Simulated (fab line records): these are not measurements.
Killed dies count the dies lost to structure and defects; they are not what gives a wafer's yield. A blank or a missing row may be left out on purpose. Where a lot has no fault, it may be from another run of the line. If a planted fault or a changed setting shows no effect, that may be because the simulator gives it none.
fab line records ; flow gf180mcu
record: lots: 12; wafers: 36; last_day: 34
route steps=602 shown HV_LDD@232 SALICIDE@286 M3@411 V3@431
lots untouched by any fault: they come from a run of this same line in which no faults occurred
start_h: the number of hours between the record's first day and the start of the first shown wafer of the lot ; wait_h: how many hours have passed since the lot's step before this one ; " as in the row above ; L1.1+2: a row that stands for several wafers ; - no value, or no start given ; * or withheld: withheld ; < > ~ a bound
route shown NAME@n: a module of which the file shows steps, and the number in the route of the first ; usual: mean/standard deviation taken from wafers without a fault ; same: alike in all rows ; chamber/n: place in a boat ; sites: per-site readings ; _std_site: how widely they spread, as a standard deviation ; _edge_site: the outer-site mean with the inner-site mean subtracted ; radius_mm: for every site, how far away it sits from the centre of the wafer ; mask NAME#n: copy n ; behind: the most recent tool/chamber to have shaped the wafer ; hold: why the lot was held/for how many hours/how that ended ; device: the transistor (n, p or np) that didn't switch ; end of line: tests run on the same wafers once the route is complete ; a step with no rows: only its recipe ; killed: dies that structure and defects cost at the first sort, which is not the same as the wafer's yield ; map: the dies of a wafer, with x for killed, . for not killed, _ for no die there
set.NAME: the setting the step ran with; set.NAME@STEP: the setting that earlier step ran with ; model.NAME: the simulator's own value behind a step, which no gauge read
one table for each step of the route and one row for each wafer, over a sample of lots
services: from which hour (start_h, from the record's first day; less than 0 if before it) a tool's chamber was out of use, for how many hours, and why
== steps ==
step: GF_HV_LDD_CVD_56
recipe: material: Si3N4; precursor: DCS/NH3; target_thk_nm: 90; temp_c: 770; time_s: 1543; pressure_mtorr: 250
usual: spike_tc_centre_C: 771.7/1.5; zone_power_top_pct: 26.3/2.1
lot.wafer;tool;chamber;start_h;wait_h;spike_tc_centre_C;zone_power_top_pct
L740.1;lpcvd-01;1;286.84;0.1;771.1;27.8
L740.4;lpcvd-01;1;286.84;0.1;771.4;28.6
L740.5;lpcvd-01;1;286.84;0.1;771.2;28.1
L741.2;lpcvd-02;0;298.44;1.0;771.5;29.2
L741.3;lpcvd-02;0;298.44;1.0;770.3;28.8
L741.6;lpcvd-02;0;298.44;1.0;770.1;29.2
L742.1;lpcvd-01;1;299.69;1.2;770.4;27.8
L742.5;lpcvd-01;1;299.69;1.2;771.1;28.6
L742.6;lpcvd-01;1;299.69;1.2;772.1;28.3
L745.2;lpcvd-02;0;310.09;0.0;768.5;28.8
L745.4;lpcvd-02;0;310.09;0.0;771.4;28.7
L745.5;lpcvd-02;0;310.09;0.0;769.5;29.0
L748.2;lpcvd-02;0;338.75;0.2;771.3;29.1
L748.4;lpcvd-02;0;338.75;0.2;771.3;28.5
L748.6;lpcvd-02;0;338.75;0.2;770.0;29.3
L755.1;lpcvd-01;0;399.48;0.1;771.2;24.6
L755.5;lpcvd-01;0;399.48;0.1;773.8;24.3
L755.6;lpcvd-01;0;399.48;0.1;770.6;24.5
L756.1;lpcvd-01;0;402.38;0.1;771.0;24.4
L756.5;lpcvd-01;0;402.38;0.1;773.7;24.6
L756.6;lpcvd-01;0;402.38;0.1;773.1;24.2
L757.2;lpcvd-01;0;413.58;0.0;772.3;24.4
L757.3;lpcvd-01;0;413.58;0.0;771.0;24.0
L757.5;lpcvd-01;0;413.58;0.0;771.8;24.7
L758.2;lpcvd-02;0;416.88;0.0;771.3;29.1
L758.4;lpcvd-02;0;416.88;0.0;770.7;28.4
L758.6;lpcvd-02;0;416.88;0.0;772.3;28.8
L759.1;lpcvd-02;1;429.79;0.1;773.6;24.4
L759.2;lpcvd-02;1;429.79;0.1;775.4;23.6
L759.4;lpcvd-02;1;429.79;0.1;773.0;24.3
L760.1;lpcvd-01;0;436.98;0.1;770.9;24.7
L760.5;lpcvd-01;0;436.98;0.1;773.8;24.5
L760.6;lpcvd-01;0;436.98;0.1;771.2;24.2
L761.1;lpcvd-02;1;447.98;0.1;773.3;24.4
L761.5;lpcvd-02;1;447.98;0.1;774.0;24.4
L761.6;lpcvd-02;1;447.98;0.1;771.4;24.2
step: GF_HV_LDD_THK_MEAS_57
recipe: reads: Si3N4_of_HV_LDD_CVD_56
usual: HV_LDD_CVD_56_THK: 90.3/0.9
lot.wafer;tool;chamber;start_h;wait_h;HV_LDD_CVD_56_THK[nm]
L740.1;film_metro-02;-;288.26;0.0;89.5
L740.4;film_metro-02;-;288.26;0.0;89.8
L740.5;film_metro-02;-;288.26;0.0;89.0
L741.2;film_metro-02;-;299.88;0.0;90.5
L741.3;film_metro-02;-;299.88;0.0;90.6
L741.6;film_metro-02;-;299.88;0.0;91.1
L742.1;film_metro-02;-;301.83;0.0;89.1
L742.5;film_metro-02;-;301.83;0.0;89.1
L742.6;film_metro-02;-;301.83;0.0;89.3
L745.2;film_metro-02;-;311.53;0.0;90.3
L745.4;film_metro-02;-;311.53;0.0;89.9
L745.5;film_metro-02;-;311.53;0.0;89.7
L748.2;film_metro-03;-;340.19;0.2;50.3
L748.4;film_metro-03;-;340.19;0.2;50.5
L748.6;film_metro-03;-;340.19;0.2;50.9
L755.1;film_metro-02;-;400.91;0.0;90.8
L755.5;film_metro-02;-;400.91;0.0;90.1
L755.6;film_metro-02;-;400.91;0.0;90.4
L756.1;film_metro-03;-;403.81;0.0;90.2
L756.5;film_metro-03;-;403.81;0.0;90.4
L756.6;film_metro-03;-;403.81;0.0;90.3
L757.2;film_metro-03;-;415.02;0.0;90.8
L757.3;film_metro-03;-;415.02;0.0;90.4
L757.5;film_metro-03;-;415.02;0.0;90.4
L758.2;film_metro-02;-;418.35;0.0;90.2
L758.4;film_metro-02;-;418.35;0.0;90.1
L758.6;film_metro-02;-;418.35;0.0;90.4
L759.1;film_metro-02;-;431.22;0.0;91.0
L759.2;film_metro-02;-;431.22;0.0;91.7
L759.4;film_metro-02;-;431.22;0.0;91.9
L760.1;film_metro-02;-;438.41;0.0;91.7
L760.5;film_metro-02;-;438.41;0.0;91.6
L760.6;film_metro-02;-;438.41;0.0;91.6
L761.1;film_metro-03;-;449.41;0.0;89.9
L761.5;film_metro-03;-;449.41;0.0;89.6
L761.6;film_metro-03;-;449.41;0.0;89.8
step: GF_HV_LDD_ETCHBACK_58
recipe: chemistry: CH3F/O2; target: Si3N4; stop_on: SiO2; source_w: 400; bias_w: 80; pressure_mtorr: 25; ch3f_flow_sccm: 40; O2_flow_sccm: 30; time_s: 100; target_depth_a: 900
usual: bias_w: 80.00/0.26; drypump_motor_current_A: 5.8/0.49; oes_product_au: 0.844/0.007; throttle_valve_pct: 10.559/0.0092
lot.wafer;tool;chamber;start_h;wait_h;bias_w;drypump_motor_current_A;oes_product_au;rf_hours_counter_h;throttle_valve_pct
L740.1;rie_diel-02;3;288.32;0.1;80.30;6.2;0.835;49;10.558
L740.4;rie_diel-02;2;288.32;0.1;80.31;5.6;0.847;3;10.564
L740.5;rie_diel-02;0;288.32;0.1;80.58;5.6;0.837;-;10.561
L741.2;rie_diel-02;3;299.93;0.0;79.80;6.2;0.852;50;10.569
L741.3;rie_diel-02;0;299.93;0.0;80.04;5.6;0.840;126;10.543
L741.6;rie_diel-02;3;299.93;0.0;80.10;6.2;0.838;-;10.557
L742.1;rie_diel-04;1;301.89;0.1;79.65;6.1;0.834;5;10.565
L742.5;rie_diel-04;3;301.89;0.1;80.06;6.4;0.846;-;10.550
L742.6;rie_diel-04;0;301.89;0.1;79.95;4.8;0.828;-;10.552
L745.2;rie_diel-03;2;311.58;0.0;79.80;4.8;0.842;125;10.561
L745.4;rie_diel-03;3;311.58;0.0;79.81;5.7;0.839;3;10.570
L745.5;rie_diel-03;2;311.58;0.0;80.07;4.8;0.834;-;10.552
L748.2;rie_diel-02;0;340.24;0.0;80.14;5.6;0.628;0;10.534
L748.4;rie_diel-02;2;340.24;0.0;80.25;5.6;0.642;4;10.529
L748.6;rie_diel-02;0;340.24;0.0;80.14;5.6;0.641;-;10.543
L755.1;rie_diel-04;0;400.97;0.1;79.90;4.8;0.845;14;10.556
L755.5;rie_diel-04;2;400.97;0.1;80.00;6.2;0.843;-;10.569
L755.6;rie_diel-04;1;400.97;0.1;79.98;6.1;0.849;-;10.566
L756.1;rie_diel-04;2;403.87;0.1;80.16;6.2;0.841;2;10.558
L756.5;rie_diel-04;3;403.87;0.1;79.90;6.5;0.848;-;10.562
L756.6;rie_diel-04;2;403.87;0.1;80.51;6.2;0.848;-;10.563
L757.2;rie_diel-04;1;415.07;0.0;80.49;6.1;0.838;7;10.550
L757.3;rie_diel-04;0;415.07;0.0;80.35;4.8;0.856;14;10.566
L757.5;rie_diel-04;0;415.07;0.0;80.04;4.8;0.838;-;10.556
L758.2;rie_diel-02;1;418.40;0.0;80.36;6.1;0.847;7;10.566
L758.4;rie_diel-02;3;418.40;0.0;80.08;6.2;0.845;52;10.565
L758.6;rie_diel-02;3;418.40;0.0;79.99;6.2;0.844;-;10.550
L759.1;rie_diel-03;0;431.28;0.1;80.22;5.2;0.844;48;10.551
L759.2;rie_diel-03;2;431.28;0.1;80.27;4.8;0.853;2;10.574
L759.4;rie_diel-03;3;431.28;0.1;79.64;5.7;0.854;6;10.549
L760.1;rie_diel-02;1;438.47;0.1;80.24;6.1;0.850;7;10.562
L760.5;rie_diel-02;2;438.47;0.1;80.07;5.6;0.860;-;10.560
L760.6;rie_diel-02;0;438.47;0.1;80.52;5.6;0.852;-;10.551
L761.1;rie_diel-03;2;449.47;0.1;80.08;4.8;0.846;3;10.573
L761.5;rie_diel-03;1;449.47;0.1;79.93;5.4;0.846;-;10.582
L761.6;rie_diel-03;0;449.47;0.1;79.40;5.2;0.850;-;10.564
step: GF_SALICIDE_RTA_08
recipe: temp_c: 800; time_s: 30; ambient: N2
usual: lamp_power_pct: 17.32/0.28; wafer_temp_C_max: 804.7/1.1
lot.wafer;tool;chamber;start_h;wait_h;lamp_power_pct;wafer_temp_C_max
L740.1;rtp_anneal-01;0;352.77;0.0;17.57;806.1
L740.4;rtp_anneal-01;0;352.77;0.0;17.54;803.9
L740.5;rtp_anneal-01;0;352.77;0.0;17.55;803.3
L741.2;rtp_anneal-01;0;364.54;0.0;17.55;804.8
L741.3;rtp_anneal-01;0;364.54;0.0;17.54;804.3
L741.6;rtp_anneal-01;0;364.54;0.0;17.58;805.3
L742.1;rtp_anneal-02;0;367.56;0.0;16.99;805.5
L742.5;rtp_anneal-02;0;367.56;0.0;16.98;804.6
L742.6;rtp_anneal-02;0;367.56;0.0;17.01;805.4
L745.2;rtp_anneal-02;0;377.75;0.0;17.02;805.3
L745.4;rtp_anneal-02;0;377.75;0.0;17.00;805.2
L745.5;rtp_anneal-02;0;377.75;0.0;16.98;806.1
L748.2;rtp_anneal-01;0;408.78;0.0;17.53;804.9
L748.4;rtp_anneal-01;0;408.78;0.0;17.54;803.6
L748.6;rtp_anneal-01;0;408.78;0.0;17.55;806.1
L755.1;rtp_anneal-01;0;474.77;0.0;17.59;805.5
L755.5;rtp_anneal-01;0;474.77;0.0;17.54;803.5
L755.6;rtp_anneal-01;0;474.77;0.0;17.57;804.2
L756.1;rtp_anneal-01;0;478.77;0.0;17.55;804.2
L756.5;rtp_anneal-01;0;478.77;0.0;17.55;804.1
L756.6;rtp_anneal-01;0;478.77;0.0;17.57;805.1
L757.2;rtp_anneal-01;0;490.53;0.0;17.57;804.7
L757.3;rtp_anneal-01;0;490.53;0.0;17.55;804.4
L757.5;rtp_anneal-01;0;490.53;0.0;17.56;803.7
L758.2;rtp_anneal-01;0;492.08;0.0;17.55;803.5
L758.4;rtp_anneal-01;0;492.08;0.0;17.55;804.4
L758.6;rtp_anneal-01;0;492.08;0.0;17.55;803.1
L759.1;rtp_anneal-02;0;505.91;0.0;16.99;803.7
L759.2;rtp_anneal-02;0;505.91;0.0;17.00;805.9
L759.4;rtp_anneal-02;0;505.91;0.0;16.96;805.8
L760.1;rtp_anneal-02;0;511.65;0.0;16.98;805.9
L760.5;rtp_anneal-02;0;511.65;0.0;17.01;806.4
L760.6;rtp_anneal-02;0;511.65;0.0;16.96;804.9
L761.1;rtp_anneal-02;0;521.62;0.0;17.02;806.1
L761.5;rtp_anneal-02;0;521.62;0.0;16.99;807.2
L761.6;rtp_anneal-02;0;521.62;0.0;17.00;806.4
step: GF_M3_SPUTTER_02
recipe: material: AlCu; target_thk_nm: 450; power_w: 10600; time_s: 23.9; chamber_pressure_pa: 0.4
usual: throttle_valve_pct: 30.4/0.95
lot.wafer;tool;chamber;start_h;wait_h;throttle_valve_pct
L740.1;pvd_sputter-01;-;478.09;0.0;30.3
L740.4;pvd_sputter-01;-;478.09;0.0;29.4
L740.5;pvd_sputter-01;-;478.09;0.0;29.3
L741.2;pvd_sputter-01;-;490.44;0.0;30.6
L741.3;pvd_sputter-01;-;490.44;0.0;30.3
L741.6;pvd_sputter-01;-;490.44;0.0;29.9
L742.1;pvd_sputter-01;-;495.48;0.0;29.8
L742.5;pvd_sputter-01;-;495.48;0.0;30.6
L742.6;pvd_sputter-01;-;495.48;0.0;30.0
L745.2;pvd_sputter-03;-;506.05;0.0;29.7
L745.4;pvd_sputter-03;-;506.05;0.0;30.7
L745.5;pvd_sputter-03;-;506.05;0.0;30.9
L748.2;pvd_sputter-03;-;536.69;0.0;30.6
L748.4;pvd_sputter-03;-;536.69;0.0;31.0
L748.6;pvd_sputter-03;-;536.69;0.0;30.8
L755.1;pvd_sputter-04;-;595.83;0.0;30.8
L755.5;pvd_sputter-04;-;595.83;0.0;32.4
L755.6;pvd_sputter-04;-;595.83;0.0;29.1
L756.1;pvd_sputter-01;-;600.04;0.0;30.5
L756.5;pvd_sputter-01;-;600.04;0.0;30.7
L756.6;pvd_sputter-01;-;600.04;0.0;29.2
L757.2;pvd_sputter-03;-;610.74;0.0;30.9
L757.3;pvd_sputter-03;-;610.74;0.0;30.6
L757.5;pvd_sputter-03;-;610.74;0.0;30.7
L758.2;pvd_sputter-04;-;611.04;0.0;28.9
L758.4;pvd_sputter-04;-;611.04;0.0;30.3
L758.6;pvd_sputter-04;-;611.04;0.0;30.7
L759.1;pvd_sputter-04;-;625.02;0.0;29.3
L759.2;pvd_sputter-04;-;625.02;0.0;30.8
L759.4;pvd_sputter-04;-;625.02;0.0;32.6
L760.1;pvd_sputter-04;-;629.29;0.0;28.8
L760.5;pvd_sputter-04;-;629.29;0.0;32.6
L760.6;pvd_sputter-04;-;629.29;0.0;29.2
L761.1;pvd_sputter-01;-;641.69;0.0;30.6
L761.5;pvd_sputter-01;-;641.69;0.0;29.8
L761.6;pvd_sputter-01;-;641.69;0.0;30.6
step: GF_V3_CVD_02
recipe: material: SiO2; target_thk_nm: 850; precursor: TEOS; temp_c: 400; time_s: 94.851; rf_w: 600
usual: heater_power_w: 674/90
lot.wafer;tool;chamber;start_h;wait_h;heater_power_w
L740.1;pecvd-04;1;502.63;0.1;612
L740.4;pecvd-04;1;502.63;0.1;647
L740.5;pecvd-04;2;502.63;0.1;676
L741.2;pecvd-02;2;515.12;0.0;487
L741.3;pecvd-02;0;515.12;0.0;615
L741.6;pecvd-02;0;515.12;0.0;678
L742.1;pecvd-03;2;519.53;0.1;716
L742.5;pecvd-03;2;519.53;0.1;797
L742.6;pecvd-03;0;519.53;0.1;715
L745.2;pecvd-04;2;530.22;0.0;674
L745.4;pecvd-04;1;530.22;0.0;634
L745.5;pecvd-04;2;530.22;0.0;693
L748.2;pecvd-04;2;560.07;0.0;664
L748.4;pecvd-04;2;560.07;0.0;712
L748.6;pecvd-04;0;560.07;0.0;588
L755.1;pecvd-03;2;617.82;0.1;812
L755.5;pecvd-03;2;617.82;0.1;841
L755.6;pecvd-03;1;617.82;0.1;640
L756.1;pecvd-03;2;621.34;0.1;716
L756.5;pecvd-03;0;621.34;0.1;752
L756.6;pecvd-03;2;621.34;0.1;768
L757.2;pecvd-04;1;631.43;0.0;654
L757.3;pecvd-04;2;631.43;0.0;761
L757.5;pecvd-04;2;631.43;0.0;608
L758.2;pecvd-03;1;632.16;0.0;706
L758.4;pecvd-03;0;632.16;0.0;601
L758.6;pecvd-03;2;632.16;0.0;706
L759.1;pecvd-04;1;645.75;0.1;616
L759.2;pecvd-04;0;645.75;0.1;698
L759.4;pecvd-04;1;645.75;0.1;657
L760.1;pecvd-02;2;648.54;0.1;502
L760.5;pecvd-02;0;648.54;0.1;670
L760.6;pecvd-02;1;648.54;0.1;872
L761.1;pecvd-04;2;662.29;0.1;719
L761.5;pecvd-04;0;662.29;0.1;753
L761.6;pecvd-04;1;662.29;0.1;548
== services ==
tool;chamber;start_h;hours;kind
lpcvd-02;-;275.38;2.1;repair
rie_diel-02;2;295.90;5.7;repair
pecvd-04;-;296.76;5.8;repair
pvd_sputter-04;-;297.26;2.3;repair
pecvd-03;-;309.45;5.5;pm
pvd_sputter-01;-;331.00;2.4;repair
rie_diel-04;-;337.87;14.6;pm
rtp_anneal-01;-;365.47;4.3;pm
rie_diel-02;3;399.27;13.4;repair
rie_diel-04;3;408.73;5.5;repair
pvd_sputter-01;-;409.24;3.5;repair
rie_diel-02;3;434.46;17.8;repair
pecvd-04;0;474.81;8.3;repair
pvd_sputter-01;-;499.38;2.2;repair
pecvd-04;-;536.29;2.8;repair
rie_diel-02;-;538.62;2.8;pm
pvd_sputter-01;-;549.52;6.7;repair
lpcvd-02;-;563.89;0.8;repair
rie_diel-02;-;604.35;0.2;repair
pvd_sputter-01;-;608.43;2.7;repair
lpcvd-01;-;628.12;0.6;repair
pvd_sputter-01;-;631.50;1.1;repair
rie_diel-02;3;643.87;7.9;repair
lpcvd-01;-;658.97;66.9;repair
== key ==
first_sign: step: GF_HV_LDD_THK_MEAS_57; reading: HV_LDD_CVD_56_THK; direction: down; sigmas: 44; usual: 90.3; struck: 50.6
effect: step: GF_HV_LDD_ETCHBACK_58; reading: oes_product_au; direction: down; sigmas: 30; usual: 0.844; struck: 0.637
met_at GF_HV_LDD_CVD_56
struck_lots L748
struck_wafers L748.2,L748.4,L748.6
tester_left_out L748
not_acting_at GF_SALICIDE_RTA_08,GF_M3_SPUTTER_02,GF_V3_CVD_02
onset_between 310.09 338.75
fault: kind: process_parameter_drift; tool: lpcvd-02; chamber: 0; onset_h: 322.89; steps: GF_HV_LDD_CVD_56; channel: time_s; offset: *; shape: step; end_h: 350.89; acts_in: *; stated: *
tester_left_out: of these lots the tester's yield and bins aren't shown, on N5 and GAA mostly nor the transistor test; their killed dies are dies lost to structure and defects alone, not to doping, threshold or leakage, so they don't give the yield
